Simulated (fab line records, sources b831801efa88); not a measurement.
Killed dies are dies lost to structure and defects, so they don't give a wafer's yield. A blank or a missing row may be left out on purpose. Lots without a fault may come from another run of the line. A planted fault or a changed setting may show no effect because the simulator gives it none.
Which tool did it? | flow sky130 | 12 lots, 36 wafers sampled, at 4 steps of a route of 708

WHAT THE GAUGES READ, wafer by wafer
SKY_PWDE_OVL_MEAS_07. Usual: PWDE_OVL -0.8 nm, standard deviation 1.4.
lot  | measured    | on         | PWDE_OVL (nm)  | flag
L757 | day 4 03:34 | overlay-02 | 2.3 0.5 -0.2   |
L758 | day 4 10:28 | overlay-02 | -0.5 0.1 -0.3  |
L759 | day 4 12:44 | overlay-01 | -0.4 -1.0 -1.7 |
L760 | day 4 19:16 | overlay-02 | 0.7 1.2 0.6    |
L763 | day 5 12:46 | overlay-02 | 0.9 0.8 -0.5   |
L764 | day 5 19:56 | overlay-02 | 1.3 2.4 0.7    |
L769 | day 6 21:53 | overlay-02 | 0.8 -0.5 -0.2  |
L771 | day 7 07:04 | overlay-01 | -2.9 0.6 -0.9  |
L772 | day 7 12:46 | overlay-02 | -0.7 0.5 -0.3  |
L773 | day 7 19:44 | overlay-01 | -2.6 -2.5 -2.4 |
L775 | day 8 06:59 | overlay-02 | 0.7 0.4 0.2    |
L777 | day 8 19:28 | overlay-02 | -0.6 -1.1 -0.2 |

SKY_VIA2_THK_MEAS_01. Usual: VIA2_HDPCVD_THK 1170 nm, standard deviation 13.
lot  | measured     | on            | VIA2_HDPCVD_THK (nm) | flag
L757 | day 35 10:19 | film_metro-03 | 1169 1157 1175       |
L758 | day 36 02:51 | film_metro-03 | 1150 1146 1151       |
L759 | day 36 01:13 | film_metro-03 | 1165 1165 1176       |
L760 | day 36 05:32 | film_metro-03 | 1161 1165 1165       |
L763 | day 38 03:43 | film_metro-03 | 1170 1178 1152       |
L764 | day 38 02:43 | film_metro-02 | 1180 1197 1171       |
L769 | day 39 07:27 | film_metro-01 | 1186 1189 1196       |
L771 | day 39 16:16 | film_metro-01 | 1175 1191 1193       |
L772 | day 39 23:25 | film_metro-03 | 1168 1159 1192       |
L773 | day 40 05:21 | film_metro-03 | 1172 1160 1145       |
L775 | day 40 22:11 | film_metro-01 | 1168 1159 1146       |
L777 | day 41 10:19 | film_metro-03 | 1169 1179 1196       |

WHICH TOOL RAN EACH LOT (tool, then ch and the chambers of the sampled wafers, then the start)
lot  | SKY_METAL1_SPUTTER_01        | SKY_VIA1_CMP_24
L757 | pvd_sputter-03, day 31 21:29 | cmp-01 ch 0,2, day 34 05:29
L758 | pvd_sputter-03, day 32 14:47 | cmp-02 ch 1,2,3, day 34 23:35
L759 | pvd_sputter-01, day 32 13:47 | cmp-02 ch 2,3, day 34 21:44
L760 | pvd_sputter-01, day 32 18:51 | cmp-01 ch 0,1, day 35 02:35
L763 | pvd_sputter-01, day 34 18:22 | cmp-02 ch 2,3, day 37 01:28
L764 | pvd_sputter-01, day 34 17:01 | cmp-01 ch 0,1, day 36 23:10
L769 | pvd_sputter-01, day 35 22:29 | cmp-02 ch 0,3, day 38 04:15
L771 | pvd_sputter-02, day 36 06:32 | cmp-02 ch 1,3, day 38 13:58
L772 | pvd_sputter-01, day 36 15:10 | cmp-01 ch 0,1, day 38 20:28
L773 | pvd_sputter-01, day 36 20:38 | cmp-01 ch 0,1, day 39 03:11
L775 | pvd_sputter-02, day 37 15:10 | cmp-02 ch 0,1,3, day 39 20:11
L777 | pvd_sputter-03, day 38 03:46 | cmp-01 ch 0,1, day 40 08:16
- SKY_METAL1_SPUTTER_01: material TiN, target thk 20 nm, time 16.7 s.
- SKY_VIA1_CMP_24: polishes, stops on SiO2, t overpolish 15 s, target thk 0 nm.

WHAT THE TOOLS THEMSELVES READ (means of the sampled wafers that have a number; where no wafer has one, the mark that the record gives instead)
SKY_METAL1_SPUTTER_01. Usual: chamber_pressure_pa 0.4000 Pa, standard deviation 0.00078; throttle_valve_pct 29.9 %, standard deviation 0.92.
lot  | tool           | chamber_pressure_pa (Pa) | throttle_valve_pct (%) | flag
L757 | pvd_sputter-03 | 0.4000                   | 29.8                   |
L758 | pvd_sputter-03 | 0.4006                   | 30.1                   |
L759 | pvd_sputter-01 | 0.3997                   | 30.2                   |
L760 | pvd_sputter-01 | 0.3999                   | 30.4                   |
L763 | pvd_sputter-01 | 0.4000                   | 29.5                   |
L764 | pvd_sputter-01 | 0.3994                   | 30.2                   |
L769 | pvd_sputter-01 | 0.3365                   | 33.7                   | OFF
L771 | pvd_sputter-02 | 0.3999                   | 29.4                   |
L772 | pvd_sputter-01 | 0.3368                   | 33.3                   | OFF
L773 | pvd_sputter-01 | 0.3371                   | 33.4                   | OFF
L775 | pvd_sputter-02 | 0.4008                   | 29.4                   |
L777 | pvd_sputter-03 | 0.4000                   | 30.9                   |

SKY_VIA1_CMP_24. Usual: motor_current_A 11.2 A, standard deviation 1.6; overpolish_run_s 14.999 s, standard deviation 0.0088; slurry_flow_ml_min 150.0, standard deviation 0.51; time_to_endpoint_s 66 s, standard deviation 4.5.
lot  | tool   | motor_current_A (A) | overpolish_run_s (s) | slurry_flow_ml_min | time_to_endpoint_s (s) | flag
L757 | cmp-01 | 10.7                | 14.994               | 150.3              | 69                     |
L758 | cmp-02 | 10.5                | 15.003               | 150.3              | 66                     |
L759 | cmp-02 | 9.9                 | 15.000               | 149.8              | 71                     |
L760 | cmp-01 | 11.3                | 15.008               | 149.8              | 61                     |
L763 | cmp-02 | 10.3                | 14.992               | 149.4              | 66                     |
L764 | cmp-01 | 11.3                | 15.012               | 150.2              | 62                     |
L769 | cmp-02 | 13.5                | 14.999               | 150.4              | 67                     |
L771 | cmp-02 | 10.2                | 14.997               | 150.5              | 72                     |
L772 | cmp-01 | 11.5                | 15.005               | 150.7              | 58                     |
L773 | cmp-01 | 11.6                | 14.993               | 149.9              | 56                     |
L775 | cmp-02 | 12.1                | 15.000               | 150.1              | 68                     |
L777 | cmp-01 | 11.1                | 14.995               | 149.2              | 57                     |

THE ANSWER, worked out from the rows above alone
Rule: a lot is off if the mean of its wafers that have a number lies more than 3 standard deviations from the usual mean. A lot without any number at a reading at which 4 lots or more have one is off too. The other lots that the step has rows for count as sound. The gauges are gone through in route order, then the tools' own readings, and for those a lot's mean is taken as printed above. The first step at which some lot is off is used, and at that step the reading that is off furthest; a lot without a number counts as furthest.
Off: L769, L772, L773, at SKY_METAL1_SPUTTER_01 (chamber_pressure_pa).
A tool fits if, at that step or a process step before it, it ran every lot that is off, and no sound lot after the first of them. One fits: pvd_sputter-01 at SKY_METAL1_SPUTTER_01. Its last sound lot is L763 (day 34 18:22), its first lot that is off L769 (day 35 22:29): a fault that began between those two fits.
The tool's own readings at SKY_METAL1_SPUTTER_01 bear it out: on the lots that are off they differ by more than 5 times the standard deviation of the sound lots' means. chamber_pressure_pa reads 0.3368 Pa there against 0.4000 Pa on the sound lots; throttle_valve_pct reads 33.5 % there against 30.0 % on the sound lots.

WHAT THE SIMULATOR HAD PUT IN
Process parameter drift: pvd_sputter-01, from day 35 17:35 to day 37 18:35, at SKY_METAL1_SPUTTER_01. Setting chamber_pressure_pa, moved by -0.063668, from 0.4. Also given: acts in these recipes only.
Lots struck among those shown: L769, L772, L773. The rule above found the same.
